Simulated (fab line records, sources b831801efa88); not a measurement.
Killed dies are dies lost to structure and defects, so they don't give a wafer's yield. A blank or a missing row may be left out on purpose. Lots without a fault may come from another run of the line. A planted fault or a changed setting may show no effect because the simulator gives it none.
fab line records | flow sky130
record lots=12 wafers=36 last_day=50
route steps=708 shown VIA1@472 CAPM@538 CAP2M@616 METAL5@665 PAD_OPEN@708
lots that met no fault: from a run of the same line without faults
start_h: hours from the record's first day to the start of the lot's first wafer shown | wait_h: hours since the lot's step before | " the same as in the row above | L1.1+2: a row that stands for several wafers | - no value, or no start given | * or withheld: withheld | < > ~ a bound
route shown NAME@n: a module of which the file shows steps, and the number in the route of the first | usual: mean/standard deviation of fault-free wafers | same: alike in all rows | chamber/n: place in a boat | sites: the reading at each site | _std_site: their standard deviation | _edge_site: outer sites' mean less inner sites' | radius_mm: how far each site lies from the wafer's centre | mask NAME#n: copy n | behind: the tool/chamber that last shaped the wafer | hold: why the lot was held/for how many hours/how that ended | device: the transistor (n, p or np) that didn't switch | end of line: the same wafers' tests at the end of the route | a step without rows: its recipe alone | killed: dies lost to structure and defects at the first sort, not the wafer's yield | map: a wafer's dies, x killed, . not, _ none there
set.NAME: the setting as run; set.NAME@STEP: as run at that earlier step | model.NAME: the simulator's own value behind a step, which no gauge read
steps of the route over a sample of lots; a table a step, a row a wafer
services: from which hour (start_h, from the record's first day; less than 0 if before it) a tool's chamber was out of use, for how many hours, and why
## steps
# step SKY_VIA1_ETCH_14
# recipe chemistry=N2/H2 target=BARC ion_energy_ev=200 source_w=500 bias_w=100 pressure_mtorr=30 n2_flow_sccm=100 h2_flow_sccm=200 stop_on=SiO2 time_s=45.9 target_depth_a=600
# usual drypump_motor_current_A=5.8/0.38 oes_product_au=0.855/0.0047 throttle_valve_pct=13.226/0.0098
# columns lot.wafer tool chamber start_h wait_h drypump_motor_current_A oes_product_au rf_hours_counter_h throttle_valve_pct
L977.2 rie_diel-02 3 798.40 0.0 6.0 0.859 15 13.226
L977.4 " 0 " " 5.2 0.851 19 13.239
L977.6 " 3 " " 5.9 0.854 - 13.227
L979.1 rie_diel-04 2 823.35 0.0 6.1 0.862 19 13.230
L979.5 " 2 " " 6.1 0.852 - 13.214
L979.6 " 3 " " 5.9 0.851 - 13.224
L980.1 rie_diel-02 1 825.05 0.0 5.7 0.865 4 13.221
L980.2 " 2 " " 5.2 0.856 34 13.221
L980.6 " 3 " " 6.0 0.857 - 13.244
L982.3 rie_diel-01 0 842.45 0.0 5.5 0.847 8 13.218
L982.4 " 3 " " 5.4 0.856 2 13.213
L982.5 " 1 " " 6.2 0.851 - 13.227
L983.1 rie_diel-04 0 844.55 0.0 6.0 0.852 7 13.220
L983.4 " 3 " " 5.9 0.856 1 13.228
L983.5 " 2 " " 6.1 0.853 - 13.231
L986.1 rie_diel-04 0 874.45 0.0 6.0 0.861 8 13.230
L986.5 " 0 " " 6.0 0.853 - 13.227
L986.6 " 1 " " 6.4 0.853 - 13.223
L987.1 rie_diel-04 1 881.11 0.0 6.4 0.859 0 13.239
L987.3 " 0 " " 6.0 0.862 8 13.232
L987.4 " 2 " " 6.1 0.864 20 13.240
L989.3 rie_diel-04 1 891.95 0.0 6.4 0.847 1 13.221
L989.5 " 0 " " 6.0 0.850 - 13.231
L989.6 " 3 " " 5.9 0.859 - 13.238
L990.3 rie_diel-04 1 896.15 0.0 6.4 0.854 1 13.234
L990.4 " 0 " " 6.0 0.852 8 13.234
L990.6 " 3 " " 5.9 0.857 - 13.223
L996.4 rie_diel-02 0 939.96 0.0 5.2 0.850 24 13.201
L996.5 " 1 " " 5.6 0.846 - 13.229
L996.6 " 0 " " 5.2 0.855 - 13.228
L998.2 rie_diel-02 3 952.81 0.0 6.0 0.851 21 13.220
L998.4 " 1 " " 5.6 0.852 7 13.226
L998.5 " 3 " " 5.9 0.851 - 13.206
L100.1 rie_diel-04 1 962.11 0.0 6.4 0.849 3 13.241
L100.4 " 2 " " 6.1 0.849 1 13.222
L100.6 " 1 " " 6.4 0.850 - 13.224
# step SKY_CAPM_THK_MEAS_01
# recipe reads=SiO2_of_CAPM_CVD_00
# usual CAPM_CVD_00_THK=15.47/0.2
# columns lot.wafer tool chamber start_h wait_h CAPM_CVD_00_THK[nm]
L977.2 film_metro-01 - 856.92 - 15.63
L977.4 " - " " 15.57
L977.6 " - " " 15.68
L979.1 film_metro-03 - 880.01 - 15.28
L979.5 " - " " 15.45
L979.6 " - " " 15.35
L980.1 film_metro-01 - 882.48 - 15.19
L980.2 " - " " 15.40
L980.6 " - " " 15.48
L982.3 film_metro-03 - 898.22 - 15.34
L982.4 " - " " 15.43
L982.5 " - " " 15.67
L983.1 film_metro-01 - 901.82 - 15.33
L983.4 " - " " 15.41
L983.5 " - " " 15.76
L986.1 film_metro-01 - 930.00 - 15.34
L986.5 " - " " 15.19
L986.6 " - " " 15.58
L987.1 film_metro-01 - 936.54 - 15.36
L987.3 " - " " 15.65
L987.4 " - " " 15.60
L989.3 film_metro-03 - 946.65 - 15.36
L989.5 " - " " 15.37
L989.6 " - " " 15.71
L990.3 film_metro-01 - 950.41 - 15.40
L990.4 " - " " 15.62
L990.6 " - " " 15.78
L996.4 film_metro-01 - 991.89 - 15.48
L996.5 " - " " 15.84
L996.6 " - " " 15.40
L998.2 film_metro-03 - 1006.18 - 15.55
L998.4 " - " " 15.52
L998.5 " - " " 15.48
L100.1 film_metro-04 - 1015.35 - 15.35
L100.4 " - " " 15.49
L100.6 " - " " 15.56
# step SKY_CAP2M_METAL_ETCH_13
# recipe target_depth_nm=220 stop_on=SiO2 chemistry=Cl2/BCl3 target=TiN pressure_mtorr=10 icp_w=900 bias_w=48.5 Cl2_flow_sccm=60 bcl3_flow_sccm=30 time_s=62.9
# usual drypump_motor_current_A=5.7/0.46 oes_product_au=0.940/0.0092 throttle_valve_pct=21.903/0.01
# columns lot.wafer tool chamber start_h wait_h drypump_motor_current_A oes_product_au rf_hours_counter_h throttle_valve_pct
L977.2 rie_metal-04 0 962.43 0.0 5.1 0.924 9 21.913
L977.4 " 0 " " 5.1 0.941 - 21.913
L977.6 " 1 " " 5.8 0.948 - 21.906
L979.1 rie_metal-03 1 983.23 0.0 6.5 0.935 1 21.907
L979.5 " 1 " " 6.5 0.939 - 21.902
L979.6 " 0 " " 5.6 0.939 - 21.903
L980.1 rie_metal-04 1 987.19 0.0 5.8 0.955 15 21.907
L980.2 " 0 " " 5.1 0.946 10 21.897
L980.6 " 0 " " 5.1 0.957 - 21.890
L982.3 rie_metal-04 0 999.32 0.0 5.1 0.937 - 21.885
L982.4 " 1 " " 5.8 0.943 - 21.900
L982.5 " 0 " " 5.1 0.941 - 21.899
L983.1 rie_metal-03 1 1003.83 0.0 6.5 0.938 3 21.905
L983.4 " 0 " " 5.6 0.939 - 21.904
L983.5 " 1 " " 6.6 0.933 - 21.897
L986.1 rie_metal-04 1 1029.89 0.0 5.8 0.930 17 21.898
L986.5 " 1 " " 5.8 0.940 - 21.882
L986.6 " 0 " " 5.1 0.917 - 21.920
L987.1 rie_metal-04 1 1034.18 0.0 5.8 0.952 17 21.901
L987.3 " 0 " " 5.1 0.945 - 21.889
L987.4 " 1 " " 5.8 0.933 - 21.909
L989.3 rie_metal-04 0 1045.91 0.0 5.1 0.951 - 21.909
L989.5 " 0 " " 5.1 0.955 - 21.911
L989.6 " 1 " " 5.8 0.935 - 21.905
L990.3 rie_metal-04 0 1046.67 0.0 5.1 0.930 - 21.898
L990.4 " 1 " " 5.8 0.945 - 21.911
L990.6 " 0 " " 5.1 0.941 - 21.904
L996.4 rie_metal-04 1 1085.61 0.0 5.8 0.941 - 21.909
L996.5 " 0 " " 5.1 0.936 - 21.889
L996.6 " 1 " " 5.8 0.939 - 21.898
L998.2 rie_metal-04 0 1098.43 0.0 5.1 0.938 16 21.912
L998.4 " 0 " " 5.1 0.936 - 21.886
L998.5 " 1 " " 5.7 0.927 - 21.902
L100.1 rie_metal-03 0 1106.48 0.0 5.6 0.952 19 21.900
L100.4 " 0 " " 5.6 0.955 - 21.897
L100.6 " 0 " " 5.6 0.947 - 21.897
# step SKY_METAL5_SPUTTER_04
# recipe material=TiN target_thk_nm=70 power_w=6500 time_s=58.3 chamber_pressure_pa=0.4
# usual chamber_pressure_pa=0.4000/0.0007 throttle_valve_pct=30.3/1.1
# columns lot.wafer tool chamber start_h wait_h chamber_pressure_pa throttle_valve_pct
L977.2 pvd_sputter-04 - 1013.79 0.0 0.3990 30.8
L977.4 " - " " 0.4006 28.8
L977.6 " - " " 0.4004 28.7
L979.1 pvd_sputter-02 - 1032.76 0.0 0.4011 28.9
L979.5 " - " " 0.4011 28.9
L979.6 " - " " 0.3997 29.5
L980.1 pvd_sputter-01 - 1037.11 0.0 0.3993 31.6
L980.2 " - " " 0.3998 31.9
L980.6 " - " " 0.3998 31.8
L982.3 pvd_sputter-04 - 1048.02 0.0 0.4007 31.0
L982.4 " - " " 0.4004 30.2
L982.5 " - " " 0.4011 30.4
L983.1 pvd_sputter-02 - 1052.51 0.0 0.4002 29.7
L983.4 " - " " 0.4004 30.9
L983.5 " - " " 0.4000 29.9
L986.1 pvd_sputter-01 - 1077.34 0.0 0.3996 31.8
L986.5 " - " " 0.4005 31.4
L986.6 " - " " 0.3995 32.0
L987.1 pvd_sputter-04 - 1081.38 0.0 0.4010 30.4
L987.3 " - " " 0.3992 29.9
L987.4 " - " " 0.4001 29.1
L989.3 pvd_sputter-02 - 1093.15 0.0 0.3998 29.6
L989.5 " - " " 0.4011 30.7
L989.6 " - " " 0.3997 29.8
L990.3 pvd_sputter-04 - 1093.50 0.0 0.3995 28.8
L990.4 " - " " 0.4005 29.7
L990.6 " - " " 0.3975 28.9
L996.4 pvd_sputter-02 - 1129.51 0.0 0.4004 30.1
L996.5 " - " " 0.3999 30.8
L996.6 " - " " 0.3993 29.3
L998.2 pvd_sputter-04 - 1141.76 0.0 0.3998 28.7
L998.4 " - " " 0.3992 30.6
L998.5 " - " " 0.4004 30.0
L100.1 pvd_sputter-02 - 1148.49 0.0 0.3995 29.7
L100.4 " - " " 0.4007 29.6
L100.6 " - " " 0.3989 30.0
# step SKY_PAD_OPEN_PROBE_99
# usual defect_limited_yield=82.3/2.1 killed_at_M0_to_M3=45/6.9 killed_at_M4_up=3.1/1.7 killed_at_contacts=24/5.7 killed_at_front_end=15/4.6 killed_at_other=0.3/0.57 killed_dies=87/10 killed_open=48/7.4 killed_short=39/6.7 sort_bin_3_pad_short=0.9/0.41 sort_bin_5_function=10.4/1.5 sort_bin_6_memory=6.4/1.1 sort_n_pass=405/10 sort_yield_pct=82.3/2.1
# same gross_dies=492 killed_at_back_side=0 sort_bin_4_leakage[%]=0 sort_bin_8_speed[%]=0
# columns lot.wafer tool chamber start_h wait_h defect_limited_yield[%] killed_at_M0_to_M3 killed_at_M4_up killed_at_contacts killed_at_front_end killed_at_other killed_dies killed_open killed_short sort_bin_3_pad_short[%] sort_bin_5_function[%] sort_bin_6_memory[%] sort_n_pass sort_yield_pct[%]
L987.1 prober-01 - 1144.92 0.1 77.4 77 6 20 6 2 111 43 34 1.8 14.2 6.5 381 77.4
L987.3 prober-01 - 1145.02 0.2 84.3 44 0 22 11 0 77 40 37 0.4 8.5 6.7 415 84.3
L987.4 prober-01 - 1145.07 0.2 85.6 33 0 25 13 0 71 43 28 0.2 9.3 4.9 421 85.6
L990.3 prober-01 - 1155.75 0.2 75.6 80 6 21 12 1 120 43 39 2.2 14.4 7.7 372 75.6
L990.4 prober-01 - 1155.80 0.2 80.9 40 1 27 26 0 94 54 40 0.6 12.6 5.9 398 80.9
L990.6 prober-01 - 1155.90 0.2 86.0 37 2 20 10 0 69 47 22 0.4 8.7 4.9 423 86.0
L989.3 prober-02 - 1156.07 0.2 79.7 69 3 16 10 2 100 31 32 2.2 12.0 6.1 392 79.7
L989.5 prober-02 - 1156.17 0.2 81.5 51 4 19 17 0 91 39 52 0.6 11.2 6.7 401 81.5
L989.6 prober-02 - 1156.22 0.2 84.6 42 4 14 15 1 76 38 37 0.6 10.4 4.5 416 84.6
L996.4 prober-02 - 1187.22 0.2 85.6 41 1 27 2 0 71 41 30 0.6 7.9 5.9 421 85.6
# killed by level:class
L987.1 VIA1:unspecified=34 METAL2:geometric_particle:short=9 VIA1:geometric_particle:open=7 VIA3:geometric_particle:open=7 CONTACT:geometric_particle:open=6 LI_CONTACT:geometric_particle:open=5 METAL4:geometric_particle:short=5 POLY_GATE:geometric_particle:open=4
L987.3 VIA1:geometric_particle:open=9 LI_CONTACT:geometric_particle:open=8 VIA2:geometric_particle:open=8 LOCAL_INTERCONNECT:geometric_particle:short=6 METAL1:geometric_particle:short=6 VIA3:geometric_particle:open=6 POLY_GATE:geometric_particle:short=5 CONTACT:geometric_particle:open=5
L987.4 CONTACT:geometric_particle:open=12 LI_CONTACT:geometric_particle:open=6 METAL1:geometric_particle:short=6 VIA1:geometric_particle:open=6 LI_CONTACT:geometric_particle:short=4 VIA2:geometric_particle:short=4 VIA3:geometric_particle:open=4 POLY_GATE:geometric_particle:short=3
L990.3 VIA1:unspecified=38 VIA1:geometric_particle:open=11 CONTACT:geometric_particle:open=8 CONTACT:geometric_particle:short=6 METAL2:geometric_particle:short=6 VIA3:geometric_particle:open=6 FIELD_ISO:geometric_particle:open=5 LOCAL_INTERCONNECT:geometric_particle:short=5
L990.4 CONTACT:geometric_particle:open=13 FIELD_ISO:geometric_particle:short=8 VIA1:geometric_particle:open=8 VIA2:geometric_particle:open=8 FIELD_ISO:geometric_particle:open=7 VIA1:geometric_particle:short=6 POLY_GATE:geometric_particle:short=5 LI_CONTACT:geometric_particle:open=5
L990.6 CONTACT:geometric_particle:open=10 VIA1:geometric_particle:open=10 VIA2:geometric_particle:open=7 LI_CONTACT:geometric_particle:open=5 VIA1:geometric_particle:short=5 VIA3:geometric_particle:open=5 METAL3:geometric_particle:short=3 LOCAL_INTERCONNECT:geometric_particle:short=3
L989.3 VIA1:unspecified=37 VIA1:geometric_particle:short=6 VIA3:geometric_particle:open=6 LI_CONTACT:geometric_particle:open=5 VIA1:geometric_particle:open=5 METAL2:geometric_particle:short=5 CONTACT:geometric_particle:open=4 LOCAL_INTERCONNECT:geometric_particle:short=4
L989.5 METAL2:geometric_particle:short=12 VIA1:geometric_particle:open=9 POLY_GATE:geometric_particle:short=6 LI_CONTACT:geometric_particle:open=6 METAL1:geometric_particle:short=6 VIA1:geometric_particle:short=6 VIA2:geometric_particle:open=6 CONTACT:geometric_particle:open=5
L989.6 VIA1:geometric_particle:open=13 CONTACT:geometric_particle:open=6 POLY_GATE:geometric_particle:short=5 VIA2:geometric_particle:open=5 LOCAL_INTERCONNECT:geometric_particle:short=4 METAL2:geometric_particle:short=4 METAL4:geometric_particle:short=4 METAL3:geometric_particle:short=4
L996.4 LI_CONTACT:geometric_particle:open=12 CONTACT:geometric_particle:open=8 VIA2:geometric_particle:open=8 METAL2:geometric_particle:short=6 VIA1:geometric_particle:short=6 VIA1:geometric_particle:open=6 VIA3:geometric_particle:open=5 VIA3:geometric_particle:short=4
## services
# columns tool chamber start_h hours kind
rie_metal-04 - 791.44 1.0 repair
pvd_sputter-02 - 819.48 4.2 repair
rie_diel-02 2 830.67 4.1 repair
rie_diel-02 1 845.75 3.2 repair
pvd_sputter-04 - 880.82 6.8 repair
rie_metal-04 - 894.34 28.1 pm
pvd_sputter-04 - 901.89 15.8 repair
rie_diel-04 0 925.82 8.5 repair
rie_diel-02 1 929.42 10.0 repair
rie_metal-04 - 945.63 1.4 pm
pvd_sputter-02 - 971.06 2.7 repair
rie_diel-02 0 981.71 9.3 repair
pvd_sputter-02 - 994.42 3.8 repair
pvd_sputter-02 - 1002.90 4.4 repair
rie_metal-04 - 1006.62 2.8 pm
rie_diel-04 1 1007.97 4.5 repair
pvd_sputter-02 - 1019.95 2.1 repair
rie_diel-04 2 1037.73 9.1 repair
rie_diel-04 1 1045.96 9.5 repair
rie_diel-02 0 1062.78 2.4 repair
rie_diel-02 - 1069.28 2.8 pm
rie_diel-04 1 1107.77 2.5 repair
rie_metal-04 0 1113.05 9.0 repair
rie_diel-04 3 1145.99 1.3 repair
## key
first_sign step=SKY_PAD_OPEN_PROBE_99 reading=killed_at_M0_to_M3 direction=up sigmas=4.5 usual=45 struck=75
effect step=SKY_PAD_OPEN_PROBE_99 reading=sort_bin_3_pad_short direction=up sigmas=3 usual=0.9 struck=2.1
met_at SKY_VIA1_ETCH_14
struck_lots L987,L989,L990
struck_wafers L987.1,L989.3,L990.3
not_acting_at SKY_CAPM_THK_MEAS_01,SKY_CAP2M_METAL_ETCH_13,SKY_METAL5_SPUTTER_04
onset_between 874.45 881.11
fault kind=chamber_particle_source tool=rie_diel-04 chamber=1 onset_h=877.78 steps=SKY_VIA1_ETCH_14 rate_per_visit_cm2=0.69995 end_h=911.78
